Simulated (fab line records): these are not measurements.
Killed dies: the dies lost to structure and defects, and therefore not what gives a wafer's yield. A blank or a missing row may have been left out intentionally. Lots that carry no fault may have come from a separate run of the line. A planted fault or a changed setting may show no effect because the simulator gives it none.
fab line records	flow gf180mcu
[record] lots = 24	wafers = 72	last-day = 34
route steps=602 shown M4@471 V4@494 MIM@506 V5@541
lots with no fault: from the same line, run without faults
start-h: the number of hours between the record's first day and the start of the first shown wafer of the lot	wait-h: how many hours have passed since the lot's step before this one	" identical to the entry in the row above	L1.1+2: one row covering several wafers at once	- no value, or no start given	* or withheld: withheld	< > ~ a bound
route shown NAME@n: NAME is a module with steps in the file, n the number in the route of the first one	usual: mean/standard deviation taken from wafers without a fault	same: alike in all rows	chamber/n: place in a boat	sites: each site's reading	_std_site: their standard deviation	_edge_site: the outer-site mean with the inner-site mean subtracted	radius-mm: how far each site lies from the wafer's centre	mask NAME#n: copy n	behind: the most recent tool/chamber to have shaped the wafer	hold: cause of the lot's hold/its duration in hours/its outcome	device: transistor that didn't switch, given as n, p or np	end of line: tests run on the same wafers once the route is complete	step lacking rows: just its recipe	killed: the dies lost at the first sort to structure and to defects; this is not the yield of the wafer	map: dies across one wafer; x = killed, . = not, _ = none there
set.NAME: the setting as run; set.NAME@STEP: as run at that earlier step	model.NAME: the simulator's own value behind a step, which no gauge read
steps of the route over a sample of lots; a table a step, a row a wafer
services: from which hour (start-h, from the record's first day; less than 0 if before it) a tool's chamber was out of use, for how many hours, and why
[[steps]]
[step GF_M4_OVL_MEAS_15]
[usual] M4_OVL = 3/5.3
lot.wafer	tool	chamber	start-h	wait-h	M4_OVL[nm]
L074.3	overlay-02	-	537.53	0.1	7
L074.5	"	-	"	"	7
L074.6	"	-	"	"	3
L075.1	overlay-02	-	546.60	0.1	5
L075.5	"	-	"	"	8
L075.6	"	-	"	"	3
L076.1	overlay-01	-	553.65	0.1	-8
L076.4	"	-	"	"	2
L076.6	"	-	"	"	7
L077.2	overlay-02	-	568.27	0.1	1
L077.5	"	-	"	"	3
L077.6	"	-	"	"	6
L078.1	overlay-01	-	575.95	0.1	6
L078.2	"	-	"	"	-2
L078.3	"	-	"	"	2
L079.1	overlay-02	-	583.20	0.1	2
L079.4	"	-	"	"	5
L079.6	"	-	"	"	0
L080.2	overlay-02	-	587.52	0.1	4
L080.3	"	-	"	"	13
L080.4	"	-	"	"	6
L081.1	overlay-01	-	597.35	0.1	1
L081.5	"	-	"	"	-1
L081.6	"	-	"	"	-2
L082.1	overlay-01	-	607.75	0.1	-1
L082.3	"	-	"	"	0
L082.5	"	-	"	"	1
L083.3	overlay-01	-	615.92	0.1	2
L083.5	"	-	"	"	6
L083.6	"	-	"	"	6
L084.1	overlay-02	-	628.96	0.1	7
L084.5	"	-	"	"	12
L084.6	"	-	"	"	-1
L085.1	overlay-02	-	634.65	0.1	-1
L085.3	"	-	"	"	2
L085.4	"	-	"	"	2
L086.1	overlay-01	-	656.65	0.1	-1
L086.4	"	-	"	"	-3
L086.6	"	-	"	"	-5
L088.2	overlay-01	-	662.62	0.1	5
L088.5	"	-	"	"	3
L088.6	"	-	"	"	-3
L087.1	overlay-02	-	663.31	0.1	1
L087.4	"	-	"	"	7
L087.6	"	-	"	"	12
L089.2	overlay-01	-	668.81	0.1	1
L089.4	"	-	"	"	5
L089.6	"	-	"	"	7
L090.1	overlay-01	-	674.30	0.1	2
L090.5	"	-	"	"	0
L090.6	"	-	"	"	1
L092.1	overlay-01	-	687.00	0.1	6
L092.3	"	-	"	"	4
L092.6	"	-	"	"	3
L091.2	overlay-02	-	688.67	0.1	6
L091.5	"	-	"	"	0
L091.6	"	-	"	"	2
L094.1	overlay-02	-	694.26	0.1	-1
L094.2	"	-	"	"	10
L094.6	"	-	"	"	7
L093.3	overlay-01	-	697.81	0.1	6
L093.5	"	-	"	"	-2
L093.6	"	-	"	"	-6
L095.2	overlay-01	-	699.14	0.1	5
L095.3	"	-	"	"	14
L095.4	"	-	"	"	7
L096.3	overlay-01	-	711.22	0.1	10
L096.5	"	-	"	"	10
L096.6	"	-	"	"	7
L097.1	overlay-02	-	714.57	0.1	-2
L097.4	"	-	"	"	-2
L097.6	"	-	"	"	4
[step GF_V4_STRIP_18]
[recipe] chemistry = O2/N2	power-w = 1400	pressure-mtorr = 1500	platen-temp-c = 250	o2-flow-sccm = 3000	n2-flow-sccm = 300	overash-fraction = 0.5
[usual] drypump-motor-current-A = 5.6/0.42	heater-power-w = 364/30	oes-product-au = 0.593/0.0049
lot.wafer	tool	chamber	start-h	wait-h	drypump-motor-current-A	heater-power-w	oes-product-au	rf-hours-counter-h
L074.3	plasma-asher-03	0	562.02	-	5.5	353	0.595	-
L074.5	"	1	"	"	6.3	352	0.590	-
L074.6	"	0	"	"	5.5	361	0.598	-
L075.1	plasma-asher-03	0	570.53	-	5.5	363	0.580	80
L075.5	"	1	"	"	6.3	356	0.587	-
L075.6	"	0	"	"	5.5	370	0.593	-
L076.1	plasma-asher-04	1	577.06	-	5.9	367	0.596	94
L076.4	"	0	"	"	5.4	361	0.591	-
L076.6	"	0	"	"	5.5	369	0.596	-
L077.2	plasma-asher-03	0	591.56	-	5.5	357	0.588	82
L077.5	"	1	"	"	6.3	358	0.594	-
L077.6	"	0	"	"	5.5	370	0.588	-
L078.1	plasma-asher-03	0	599.73	-	5.5	365	0.595	83
L078.2	"	1	"	"	6.3	348	0.591	83
L078.3	"	0	"	"	5.5	360	0.591	-
L079.1	plasma-asher-01	0	606.48	-	5.6	327	0.591	48
L079.4	"	1	"	"	5.1	418	0.586	-
L079.6	"	0	"	"	5.6	324	0.591	-
L080.2	plasma-asher-03	1	610.83	-	6.3	354	0.604	84
L080.3	"	1	"	"	6.3	357	0.592	-
L080.4	"	0	"	"	5.5	357	0.593	-
L081.1	plasma-asher-03	1	619.33	-	6.3	357	0.594	85
L081.5	"	0	"	"	5.5	371	0.590	-
L081.6	"	1	"	"	6.3	354	0.594	-
L082.1	plasma-asher-01	1	629.96	-	5.1	418	0.600	50
L082.3	"	1	"	"	5.1	418	0.588	-
L082.5	"	1	"	"	5.1	419	0.589	-
L083.3	plasma-asher-01	1	637.90	-	5.1	407	0.592	-
L083.5	"	0	"	"	5.6	328	0.591	-
L083.6	"	1	"	"	5.1	415	0.592	-
L084.1	plasma-asher-04	1	650.26	-	6.0	375	0.589	103
L084.5	"	1	"	"	6.0	371	0.591	-
L084.6	"	0	"	"	5.5	358	0.594	-
L085.1	plasma-asher-01	0	655.83	-	5.6	331	0.587	53
L085.3	"	1	"	"	5.1	406	0.592	-
L085.4	"	0	"	"	5.6	337	0.588	-
L086.1	plasma-asher-01	0	677.54	-	5.6	323	0.602	56
L086.4	"	1	"	"	5.1	413	0.592	-
L086.6	"	0	"	"	5.6	321	0.584	-
L088.2	plasma-asher-03	0	683.50	-	5.4	367	0.593	93
L088.5	"	0	"	"	5.5	364	0.603	-
L088.6	"	1	"	"	6.3	347	0.582	-
L087.1	plasma-asher-01	1	684.33	-	5.1	414	0.601	57
L087.4	"	1	"	"	5.1	412	0.598	-
L087.6	"	1	"	"	5.1	415	0.598	-
L089.2	plasma-asher-01	1	689.36	-	5.1	427	0.585	58
L089.4	"	0	"	"	5.7	333	0.592	-
L089.6	"	0	"	"	5.6	325	0.577	-
L090.1	plasma-asher-03	1	695.91	-	6.3	350	0.591	95
L090.5	"	0	"	"	5.5	354	0.592	-
L090.6	"	1	"	"	6.3	357	0.589	-
L092.1	plasma-asher-01	0	707.57	-	5.6	331	0.598	60
L092.3	"	1	"	"	5.1	407	0.599	-
L092.6	"	0	"	"	5.6	325	0.598	-
L091.2	plasma-asher-04	1	708.99	-	5.9	377	0.593	108
L091.5	"	0	"	"	5.5	357	0.595	-
L091.6	"	1	"	"	6.0	367	0.588	-
L094.1	plasma-asher-03	1	714.43	-	6.3	349	0.600	97
L094.2	"	0	"	"	5.5	362	0.592	97
L094.6	"	0	"	"	5.5	353	0.587	-
L093.3	plasma-asher-01	1	717.86	-	5.1	417	0.598	-
L093.5	"	0	"	"	5.6	328	0.591	-
L093.6	"	1	"	"	5.1	407	0.594	-
L095.2	plasma-asher-01	1	718.98	-	5.1	414	0.589	61
L095.3	"	0	"	"	5.6	328	0.592	-
L095.4	"	1	"	"	5.1	419	0.595	-
L096.3	plasma-asher-04	1	730.29	-	6.0	373	0.593	-
L096.5	"	0	"	"	5.4	366	0.596	-
L096.6	"	1	"	"	6.0	363	0.594	-
L097.1	plasma-asher-03	0	733.13	-	5.4	369	0.595	99
L097.4	"	1	"	"	6.3	353	0.583	-
L097.6	"	0	"	"	5.5	357	0.589	-
[step GF_V4_RS_MEAS_24]
[recipe] thk-meas-gauge = four-point-probe	reads = W_of_V4_CVD_23+TiN_of_V4_SPUTTER_22+Ti_of_V4_SPUTTER_21
[usual] V4_W_RS = 0.327/0.0053
lot.wafer	tool	chamber	start-h	wait-h	V4_W_RS[ohm/sq]
L074.3	film-metro-03	-	562.90	0.1	0.324
L074.5	"	-	"	"	0.323
L074.6	"	-	"	"	0.329
L075.1	film-metro-01	-	571.31	0.1	0.327
L075.5	"	-	"	"	0.331
L075.6	"	-	"	"	0.329
L076.1	film-metro-02	-	577.81	0.1	0.331
L076.4	"	-	"	"	0.323
L076.6	"	-	"	"	0.327
L077.2	film-metro-02	-	592.33	0.1	0.328
L077.5	"	-	"	"	0.329
L077.6	"	-	"	"	0.327
L078.1	film-metro-02	-	600.48	0.1	0.330
L078.2	"	-	"	"	0.327
L078.3	"	-	"	"	0.335
L079.1	film-metro-01	-	607.22	0.1	0.329
L079.4	"	-	"	"	0.333
L079.6	"	-	"	"	0.327
L080.2	film-metro-03	-	611.60	0.1	0.323
L080.3	"	-	"	"	0.327
L080.4	"	-	"	"	0.331
L081.1	film-metro-03	-	620.08	0.1	0.328
L081.5	"	-	"	"	0.333
L081.6	"	-	"	"	0.322
L082.1	film-metro-01	-	630.75	0.1	0.332
L082.3	"	-	"	"	0.327
L082.5	"	-	"	"	0.332
L083.3	film-metro-02	-	638.66	0.1	0.330
L083.5	"	-	"	"	0.330
L083.6	"	-	"	"	0.326
L084.1	film-metro-02	-	651.02	0.1	0.330
L084.5	"	-	"	"	0.329
L084.6	"	-	"	"	0.334
L085.1	film-metro-03	-	656.61	0.1	0.328
L085.3	"	-	"	"	0.331
L085.4	"	-	"	"	0.333
L086.1	film-metro-02	-	678.30	0.1	0.322
L086.4	"	-	"	"	0.332
L086.6	"	-	"	"	0.323
L088.2	film-metro-02	-	684.27	0.1	0.329
L088.5	"	-	"	"	0.326
L088.6	"	-	"	"	0.321
L087.1	film-metro-01	-	685.08	0.1	0.324
L087.4	"	-	"	"	0.326
L087.6	"	-	"	"	0.333
L089.2	film-metro-02	-	690.14	0.1	0.334
L089.4	"	-	"	"	0.329
L089.6	"	-	"	"	0.330
L090.1	film-metro-02	-	696.69	0.1	0.331
L090.5	"	-	"	"	0.327
L090.6	"	-	"	"	0.328
L092.1	film-metro-01	-	708.31	0.1	0.333
L092.3	"	-	"	"	0.328
L092.6	"	-	"	"	0.329
L091.2	film-metro-03	-	709.77	0.1	0.326
L091.5	"	-	"	"	0.314
L091.6	"	-	"	"	0.328
L094.1	film-metro-03	-	715.17	0.1	0.324
L094.2	"	-	"	"	0.331
L094.6	"	-	"	"	0.332
L093.3	film-metro-01	-	718.61	0.1	0.312
L093.5	"	-	"	"	0.322
L093.6	"	-	"	"	0.312
L095.2	film-metro-01	-	719.75	0.1	0.317
L095.3	"	-	"	"	0.318
L095.4	"	-	"	"	0.325
L096.3	film-metro-01	-	731.10	0.1	0.316
L096.5	"	-	"	"	0.317
L096.6	"	-	"	"	0.326
L097.1	film-metro-01	-	733.93	0.1	0.311
L097.4	"	-	"	"	0.322
L097.6	"	-	"	"	0.314
[step GF_MIM_SPUTTER_03]
[recipe] material = Ti	target-thk-nm = 10	substrate-temp-c = 300	chamber-pressure-pa = 0.3	power-w = 3000	time-s = 6.7
[usual] cathode-dc-power-W = 3000.0/0.53	chamber-pressure-pa = 0.3000/0.00059	substrate-temp-c = 299.99/0.19	throttle-valve-pct = 30.5/1.1
[same] time-s = 6.7
lot.wafer	tool	chamber	start-h	wait-h	cathode-dc-power-W	chamber-pressure-pa	substrate-temp-c	throttle-valve-pct
L074.3	pvd-sputter-04	-	563.50	0.0	3000.9	0.3003	299.95	30.1
L074.5	"	-	"	"	2999.4	0.2998	299.75	30.0
L074.6	"	-	"	"	3000.4	0.2990	299.95	31.6
L075.1	pvd-sputter-01	-	571.96	0.0	3000.3	0.2998	299.95	30.2
L075.5	"	-	"	"	2999.7	0.3001	299.85	28.9
L075.6	"	-	"	"	2999.8	0.3005	300.20	30.9
L076.1	pvd-sputter-04	-	578.45	0.0	3000.8	0.2998	299.92	30.3
L076.4	"	-	"	"	2999.2	0.3013	299.75	31.6
L076.6	"	-	"	"	2999.6	0.3017	300.00	31.9
L077.2	pvd-sputter-01	-	592.95	0.0	3000.7	0.2998	300.22	29.1
L077.5	"	-	"	"	2999.8	0.2998	300.18	30.3
L077.6	"	-	"	"	2999.2	0.3003	300.00	28.9
L078.1	pvd-sputter-03	-	601.12	0.0	2999.5	0.2995	300.09	30.3
L078.2	"	-	"	"	2999.8	0.2992	299.91	30.0
L078.3	"	-	"	"	2999.7	0.2993	300.24	32.3
L079.1	pvd-sputter-01	-	607.87	0.0	3000.1	0.2993	300.12	30.5
L079.4	"	-	"	"	3000.1	0.3001	299.93	29.1
L079.6	"	-	"	"	3001.6	0.3006	300.04	28.8
L080.2	pvd-sputter-01	-	612.22	0.0	3000.8	0.2998	299.92	29.0
L080.3	"	-	"	"	2998.7	0.2997	300.16	28.8
L080.4	"	-	"	"	2999.3	0.2998	300.03	30.4
L081.1	pvd-sputter-03	-	620.72	0.0	2999.2	0.2995	299.91	29.8
L081.5	"	-	"	"	3000.5	0.3000	299.81	30.3
L081.6	"	-	"	"	2999.5	0.3004	300.35	32.2
L082.1	pvd-sputter-01	-	636.07	0.0	3000.0	0.2996	299.97	30.5
L082.3	"	-	"	"	2999.8	0.2994	300.06	29.0
L082.5	"	-	"	"	3000.5	0.2992	299.69	30.6
L083.3	pvd-sputter-04	-	639.26	0.0	3000.9	0.2993	300.15	30.0
L083.5	"	-	"	"	2999.6	0.2988	299.93	31.9
L083.6	"	-	"	"	2999.8	0.3000	300.37	29.9
L084.1	pvd-sputter-03	-	651.66	0.0	3000.1	0.3007	299.49	30.3
L084.5	"	-	"	"	3000.3	0.2997	299.71	29.9
L084.6	"	-	"	"	3000.1	0.2990	300.00	32.3
L085.1	pvd-sputter-03	-	657.25	0.0	2999.4	0.2997	299.77	32.3
L085.3	"	-	"	"	3000.0	0.2999	300.00	31.9
L085.4	"	-	"	"	3000.1	0.3015	299.78	29.8
L086.1	pvd-sputter-04	-	678.94	0.0	2999.6	0.2993	300.00	30.0
L086.4	"	-	"	"	3000.5	0.3001	300.02	30.6
L086.6	"	-	"	"	3000.3	0.3008	300.00	31.6
L088.2	pvd-sputter-03	-	684.89	0.0	2998.5	0.2995	299.59	31.9
L088.5	"	-	"	"	3000.5	0.2994	300.23	30.1
L088.6	"	-	"	"	3000.4	0.2990	300.15	32.1
L087.1	pvd-sputter-03	-	685.72	0.0	3000.9	0.2996	299.83	31.7
L087.4	"	-	"	"	3000.4	0.3006	300.16	30.4
L087.6	"	-	"	"	3000.0	0.3004	300.03	32.2
L089.2	pvd-sputter-03	-	690.76	0.0	3000.3	0.3000	300.07	29.9
L089.4	"	-	"	"	3000.3	0.3010	300.10	32.3
L089.6	"	-	"	"	3000.1	0.3002	300.25	32.0
L090.1	pvd-sputter-03	-	697.33	0.0	2999.7	0.3003	299.91	31.8
L090.5	"	-	"	"	2999.8	0.2994	299.60	30.4
L090.6	"	-	"	"	3000.0	0.2998	300.24	31.9
L092.1	pvd-sputter-03	-	708.95	0.0	3000.0	0.3001	299.85	32.1
L092.3	"	-	"	"	3000.5	0.3005	300.09	30.0
L092.6	"	-	"	"	2999.9	0.3001	300.10	32.2
L091.2	pvd-sputter-03	-	710.58	0.0	3000.0	0.2995	299.98	32.5
L091.5	"	-	"	"	2999.8	0.2994	299.77	32.4
L091.6	"	-	"	"	3000.0	0.3001	299.96	32.0
L094.1	pvd-sputter-04	-	715.81	0.0	2999.9	0.2998	299.89	28.5
L094.2	"	-	"	"	3000.7	0.3001	300.39	29.7
L094.6	"	-	"	"	3000.5	0.3006	299.94	30.3
L093.3	pvd-sputter-01	-	719.21	0.0	2999.9	0.3009	300.09	30.2
L093.5	"	-	"	"	2999.6	0.3009	300.09	30.3
L093.6	"	-	"	"	2999.2	0.2991	300.05	29.0
L095.2	pvd-sputter-04	-	720.37	0.0	2999.6	0.3008	299.87	30.0
L095.3	"	-	"	"	3000.0	0.3006	300.30	28.2
L095.4	"	-	"	"	2999.7	0.2985	299.43	29.8
L096.3	pvd-sputter-01	-	731.71	0.0	3000.3	0.3004	299.96	29.4
L096.5	"	-	"	"	3000.6	0.3003	299.67	29.0
L096.6	"	-	"	"	2999.2	0.3004	299.98	30.6
L097.1	pvd-sputter-01	-	734.57	0.0	3000.4	0.3006	299.71	29.0
L097.4	"	-	"	"	2999.9	0.3001	299.92	31.0
L097.6	"	-	"	"	3000.2	0.2994	299.93	28.6
[step GF_V5_THK_MEAS_01]
[recipe] reads = SiO2_of_V5_CVD_00
[usual] V5_CVD_00_THK = 298/5.3
lot.wafer	tool	chamber	start-h	wait-h	V5_CVD_00_THK[nm]
L074.3	film-metro-04	-	607.69	0.0	294
L074.5	"	-	"	"	296
L074.6	"	-	"	"	302
L075.1	film-metro-04	-	615.43	0.0	304
L075.5	"	-	"	"	294
L075.6	"	-	"	"	306
L076.1	film-metro-04	-	622.38	0.0	296
L076.4	"	-	"	"	297
L076.6	"	-	"	"	290
L077.2	film-metro-01	-	636.13	0.0	289
L077.5	"	-	"	"	296
L077.6	"	-	"	"	291
L078.1	film-metro-02	-	644.02	0.0	294
L078.2	"	-	"	"	300
L078.3	"	-	"	"	299
L079.1	film-metro-02	-	649.50	0.0	302
L079.4	"	-	"	"	294
L079.6	"	-	"	"	302
L080.2	film-metro-04	-	654.01	0.0	307
L080.3	"	-	"	"	299
L080.4	"	-	"	"	293
L081.1	film-metro-04	-	661.08	0.0	301
L081.5	"	-	"	"	294
L081.6	"	-	"	"	300
L082.1	film-metro-04	-	676.21	0.0	309
L082.3	"	-	"	"	306
L082.5	"	-	"	"	299
L083.3	film-metro-04	-	680.42	0.0	289
L083.5	"	-	"	"	291
L083.6	"	-	"	"	299
L084.1	film-metro-04	-	690.21	0.0	299
L084.5	"	-	"	"	299
L084.6	"	-	"	"	294
L085.1	film-metro-01	-	696.27	0.0	301
L085.3	"	-	"	"	301
L085.4	"	-	"	"	296
L086.1	film-metro-04	-	716.58	0.0	299
L086.4	"	-	"	"	297
L086.6	"	-	"	"	297
L088.2	film-metro-04	-	722.72	0.0	300
L088.5	"	-	"	"	304
L088.6	"	-	"	"	296
L087.1	film-metro-01	-	723.35	0.0	297
L087.4	"	-	"	"	300
L087.6	"	-	"	"	307
L089.2	film-metro-02	-	727.88	0.0	293
L089.4	"	-	"	"	300
L089.6	"	-	"	"	303
L090.1	film-metro-02	-	733.59	0.0	291
L090.5	"	-	"	"	290
L090.6	"	-	"	"	302
L092.1	film-metro-04	-	745.30	0.0	306
L092.3	"	-	"	"	301
L092.6	"	-	"	"	300
L091.2	film-metro-02	-	747.03	0.0	296
L091.5	"	-	"	"	293
L091.6	"	-	"	"	301
L094.1	film-metro-04	-	751.96	0.0	297
L094.2	"	-	"	"	295
L094.6	"	-	"	"	294
L093.3	film-metro-02	-	755.60	0.0	295
L093.5	"	-	"	"	303
L093.6	"	-	"	"	291
L095.2	film-metro-01	-	756.13	0.0	295
L095.3	"	-	"	"	301
L095.4	"	-	"	"	290
L096.3	film-metro-04	-	766.22	0.0	290
L096.5	"	-	"	"	309
L096.6	"	-	"	"	301
L097.1	film-metro-04	-	768.64	0.0	294
L097.4	"	-	"	"	293
L097.6	"	-	"	"	300
[step GF_V5_BOW_MEAS_05]
[recipe] mode = bow
[usual] V5_BOW = 135/9.3
lot.wafer	tool	chamber	start-h	wait-h	V5_BOW[um]
L074.3	film-metro-04	-	608.27	0.2	145
L074.5	"	-	"	"	122
L074.6	"	-	"	"	141
L075.1	film-metro-04	-	615.95	0.2	124
L075.5	"	-	"	"	135
L075.6	"	-	"	"	152
L076.1	film-metro-02	-	622.90	0.1	140
L076.4	"	-	"	"	139
L076.6	"	-	"	"	138
L077.2	film-metro-02	-	636.67	0.3	120
L077.5	"	-	"	"	127
L077.6	"	-	"	"	130
L078.1	film-metro-04	-	644.55	0.1	149
L078.2	"	-	"	"	136
L078.3	"	-	"	"	131
L079.1	film-metro-02	-	650.03	0.2	137
L079.4	"	-	"	"	135
L079.6	"	-	"	"	125
L080.2	film-metro-02	-	654.55	0.1	146
L080.3	"	-	"	"	156
L080.4	"	-	"	"	133
L081.1	film-metro-01	-	661.61	0.2	111
L081.5	"	-	"	"	120
L081.6	"	-	"	"	116
L082.1	film-metro-02	-	677.29	0.2	137
L082.3	"	-	"	"	141
L082.5	"	-	"	"	123
L083.3	film-metro-01	-	680.97	0.1	122
L083.5	"	-	"	"	134
L083.6	"	-	"	"	132
L084.1	film-metro-04	-	690.74	0.2	117
L084.5	"	-	"	"	119
L084.6	"	-	"	"	124
L085.1	film-metro-01	-	696.80	0.1	164
L085.3	"	-	"	"	151
L085.4	"	-	"	"	143
L086.1	film-metro-04	-	717.11	0.1	140
L086.4	"	-	"	"	146
L086.6	"	-	"	"	140
L088.2	film-metro-04	-	723.31	0.2	145
L088.5	"	-	"	"	149
L088.6	"	-	"	"	139
L087.1	film-metro-04	-	724.20	0.1	124
L087.4	"	-	"	"	126
L087.6	"	-	"	"	128
L089.2	film-metro-02	-	728.42	0.3	143
L089.4	"	-	"	"	135
L089.6	"	-	"	"	137
L090.1	film-metro-02	-	734.12	0.1	126
L090.5	"	-	"	"	132
L090.6	"	-	"	"	115
L092.1	film-metro-01	-	746.21	0.1	149
L092.3	"	-	"	"	137
L092.6	"	-	"	"	128
L091.2	film-metro-04	-	747.66	0.2	128
L091.5	"	-	"	"	147
L091.6	"	-	"	"	141
L094.1	film-metro-02	-	753.64	0.2	126
L094.2	"	-	"	"	136
L094.6	"	-	"	"	126
L093.3	film-metro-02	-	756.15	0.3	139
L093.5	"	-	"	"	135
L093.6	"	-	"	"	138
L095.2	film-metro-01	-	756.67	0.2	147
L095.3	"	-	"	"	134
L095.4	"	-	"	"	135
L096.3	film-metro-02	-	766.77	0.2	138
L096.5	"	-	"	"	129
L096.6	"	-	"	"	134
L097.1	film-metro-01	-	769.17	0.2	140
L097.4	"	-	"	"	135
L097.6	"	-	"	"	137
[[services]]
tool	chamber	start-h	hours	kind
pvd-sputter-01	1	543.37	-	consumable-replace:kit
pvd-sputter-01	1	543.37	18.0	scheduled-down
pvd-sputter-01	1	543.37	18.0	vent-cycle
plasma-asher-04	-	551.47	2.8	pm
pvd-sputter-03	2	559.63	-	consumable-replace:kit
pvd-sputter-03	2	559.63	18.0	scheduled-down
pvd-sputter-03	2	559.63	18.0	vent-cycle
pvd-sputter-04	-	595.17	2.0	repair
pvd-sputter-04	2	620.97	-	consumable-replace:kit
plasma-asher-01	-	624.71	2.8	repair
pvd-sputter-03	1	661.58	-	consumable-replace:kit
pvd-sputter-03	1	661.58	18.0	scheduled-down
pvd-sputter-03	1	661.58	18.0	vent-cycle
pvd-sputter-01	0	665.50	-	consumable-replace:kit
pvd-sputter-01	0	665.50	18.0	scheduled-down
pvd-sputter-01	0	665.50	18.0	vent-cycle
plasma-asher-04	-	682.94	13.9	repair
pvd-sputter-03	-	700.07	2.1	repair
plasma-asher-03	-	721.43	4.5	repair
plasma-asher-04	-	733.75	9.0	pm
plasma-asher-04	0	733.75	9.0	vent-cycle
plasma-asher-04	1	733.75	9.0	vent-cycle
[[key]]
fault none
